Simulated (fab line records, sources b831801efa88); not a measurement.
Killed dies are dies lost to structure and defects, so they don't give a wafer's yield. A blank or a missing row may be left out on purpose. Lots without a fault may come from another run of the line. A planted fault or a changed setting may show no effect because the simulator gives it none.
A struck lot beside a sound one | flow sky130 | 15 steps out of a route of 708
Sound: wafers L377.1, L377.4, L377.5. Struck: wafers L379.1, L379.2, L379.3. The cause comes at the end.
At each step with rows: each side's tool, then ch and its chambers, then its first start. Under that, the readings that differ: sound wafers | struck wafers | difference of the means | sigmas: that difference in standard deviations of wafers without a fault.
alike: readings whose means differ by less than 2 such deviations, and words and numbers that are the same on both sides. not compared: withheld readings, readings that some wafer has no value for, bounds like >300 that may hide the same value, and numbers for which the record gives no deviation and whose values overlap.
The two part at a step that has a row with sigmas, a row that says differs or no value, or rows on one side only. Numbers that don't overlap but have no deviation are shown without sigmas and don't part them. A reading that every wafer of one side lacks parts them only if that side has two wafers or more.

first, 3 steps without rows for these wafers: SKY_METAL1_EXPOSE_12 (exposes mask MM1, target cd 140 nm); SKY_METAL1_PEB_13; SKY_METAL1_DEVELOP_14 (develop time 60 s).
SKY_METAL1_CD_MEAS_15: target cd 140 nm.
  sound on cd_sem-02, day 34 15:32; struck on cd_sem-01, day 35 04:37
  alike: cd_nm
SKY_METAL1_OVL_MEAS_16:
  sound on overlay-02, day 34 15:39; struck on overlay-01, day 35 04:44
  alike: METAL1_OVL
SKY_METAL1_DESCUM_17: chemistry O2, time 8 s.
  sound on rie_metal-03 ch 0, day 34 15:41; struck on rie_metal-03 ch 0, day 35 04:47
  alike: drypump_motor_current_A, oes_product_au
  not compared: rf_hours_counter_h
SKY_METAL1_ETCH_18: etches BARC in N2/H2, stops on SiO2, time 45.9 s, target depth 60 nm.
  sound on rie_metal-03 ch 0, day 34 15:43; struck on rie_metal-03 ch 0, day 35 04:50
  alike: drypump_motor_current_A, oes_product_au, throttle_valve_pct
  not compared: rf_hours_counter_h
SKY_METAL1_METAL_ETCH_19: etches the open film in Cl2/BCl3, stops on SiO2, target depth 360 nm, time 78 s.
  sound on rie_metal-03 ch 0, day 34 15:47; struck on rie_metal-03 ch 0, day 35 04:58
  alike: drypump_motor_current_A, oes_product_au, throttle_valve_pct
  not compared: rf_hours_counter_h
SKY_METAL1_STRIP_20: strips in O2/N2.
  sound on plasma_asher-04 ch 0,1, day 34 15:52; struck on plasma_asher-02 ch 0,1, day 35 05:09
  alike: drypump_motor_current_A, oes_product_au, strip_time_to_endpoint_s
  not compared: rf_hours_counter_h
then, 3 steps without rows for these wafers: SKY_METAL1_STRIP_21 (strips in post etch residue remover, time 1200 s); SKY_METAL1_CLEAN_22 (cleans in IPA, time 180 s); SKY_METAL1_CLEAN_23 (cleans in O3/DIW).
SKY_VIA1_HDPCVD_00: deposits SiO2, target thk 1030 nm, time 171.7 s.
  sound on hdpcvd-01 ch 1,2, day 34 16:28; struck on hdpcvd-01 ch 0,1,2, day 35 05:44
  reading                                  | sound          | struck        | difference | sigmas
  model.SiO2_of_VIA1_HDPCVD_00.thk_nm (nm) | 1035 1030 1028 | 724 729.9 733 | -302       |
SKY_VIA1_THK_MEAS_01:
  sound on film_metro-01, day 34 16:35; struck on film_metro-03, day 35 05:51
  reading              | sound          | struck      | difference | sigmas
  VIA1_HDPCVD_THK (nm) | 1036 1029 1028 | 725 730 733 | -302       | -30
SKY_VIA1_CMP_02: polishes SiO2.
  sound on cmp-01 ch 1,2,3, day 34 16:45; struck on cmp-01 ch 0,2,3, day 35 05:55
  alike: motor_current_A, slurry_filter_dp_kPa

WHERE THEY PART
Only at SKY_VIA1_THK_MEAS_01, within this record. Later steps at which nothing parts them and some readings are alike: SKY_VIA1_CMP_02.

WHY: what the simulator had put in
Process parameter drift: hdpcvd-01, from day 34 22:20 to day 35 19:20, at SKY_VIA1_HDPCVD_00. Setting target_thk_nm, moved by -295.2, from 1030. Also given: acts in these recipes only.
